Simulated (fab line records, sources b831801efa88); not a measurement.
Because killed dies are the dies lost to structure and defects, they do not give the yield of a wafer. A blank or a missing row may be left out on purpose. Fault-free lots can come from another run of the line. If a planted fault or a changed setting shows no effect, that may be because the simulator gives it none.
A single fault, viewed from 2 desks || flow sky130 || numbers are kept per desk, each desk with only its own; the story behind them comes last

## FROM THE METROLOGY DESK
Means of the sampled wafers that have a number, per lot and without regard to the tool the lot ran on: this is what the gauges read. Any lot whose mean is over 4 standard deviations away from the usual mean is out of limits and marked OUT; that distance is given in the brackets.
Columns: A = METAL1_OVL at SKY_METAL1_OVL_MEAS_16, usual 0 nm; B = cd nm at SKY_VIA1_CD_MEAS_12, usual 150.4 nm
{"lot": "L669", "first seen here": "day 34 18:46", "A": -5, "B": 149.7}
{"lot": "L670", "first seen here": "day 34 19:08", "A": -4, "B": 149.6}
{"lot": "L671", "first seen here": "day 35 04:00", "A": 4, "B": 152.3}
{"lot": "L680", "first seen here": "day 38 09:13", "A": 2, "B": 150.4}
{"lot": "L681", "first seen here": "day 38 15:35", "A": 1, "B": 146.7}
{"lot": "L683", "first seen here": "day 39 13:40", "A": -2, "B": 149.6}
{"lot": "L684", "first seen here": "day 39 14:02", "A": -3, "B": 149.3}
{"lot": "L686", "first seen here": "day 39 21:04", "A": 1, "B": 151.0}
{"lot": "L685", "first seen here": "day 39 23:34", "A": -5, "B": 153.1}
{"lot": "L687", "first seen here": "day 40 09:13", "A": 8, "B": 150.9}
{"lot": "L688", "first seen here": "day 40 09:34", "A": -4, "B": 153.0}
{"lot": "L689", "first seen here": "day 40 16:07", "A": 0, "B": 151.2}
{"lot": "L690", "first seen here": "day 40 18:31", "A": 1, "B": 149.9}
{"lot": "L691", "first seen here": "day 41 00:10", "A": -6, "B": 149.8}
This desk's verdict: no lot among the 14 shows anything out of limits.

## FOR THE TOOL OWNER'S DESK: cmp-02
The tool's own readings at SKY_VIA2_CMP_02 (polishes SiO2): means of the sampled wafers that have a number, for each lot that ran on this tool. Any lot whose mean is over 4 standard deviations away from the usual mean is out of limits and marked OUT; that distance is given in the brackets.
Columns: A = motor current A at SKY_VIA2_CMP_02, usual 12.4 A; B = retaining ring pressure frac at SKY_VIA2_CMP_02, usual 1.000
{"lot": "L670", "first seen here": "day 37 04:13", "A": 12.4, "B": 1.002}
{"lot": "L669", "first seen here": "day 37 05:16", "A": 14.2, "B": 1.002}
{"lot": "L671", "first seen here": "day 37 13:29", "A": 13.9, "B": 0.999}
{"lot": "L681", "first seen here": "day 40 21:56", "A": 13.4, "B": 0.995}
{"lot": "L684", "first seen here": "day 41 20:23", "A": 12.6, "B": 0.998}
{"lot": "L685", "first seen here": "day 42 05:27", "A": 13.1, "B": 0.996}
{"lot": "L688", "first seen here": "day 42 14:47", "A": 13.4, "B": 1.003}
{"lot": "L691", "first seen here": "day 43 04:17", "A": 12.7, "B": 0.998}
This desk's verdict: no lot among the 8 shows anything out of limits.

## BROUGHT TOGETHER
From the metrology desk's view, nothing was out of limits.
Nothing out of limits was seen by the tool owner's desk.

## WHAT THE SIMULATOR HAD PUT IN
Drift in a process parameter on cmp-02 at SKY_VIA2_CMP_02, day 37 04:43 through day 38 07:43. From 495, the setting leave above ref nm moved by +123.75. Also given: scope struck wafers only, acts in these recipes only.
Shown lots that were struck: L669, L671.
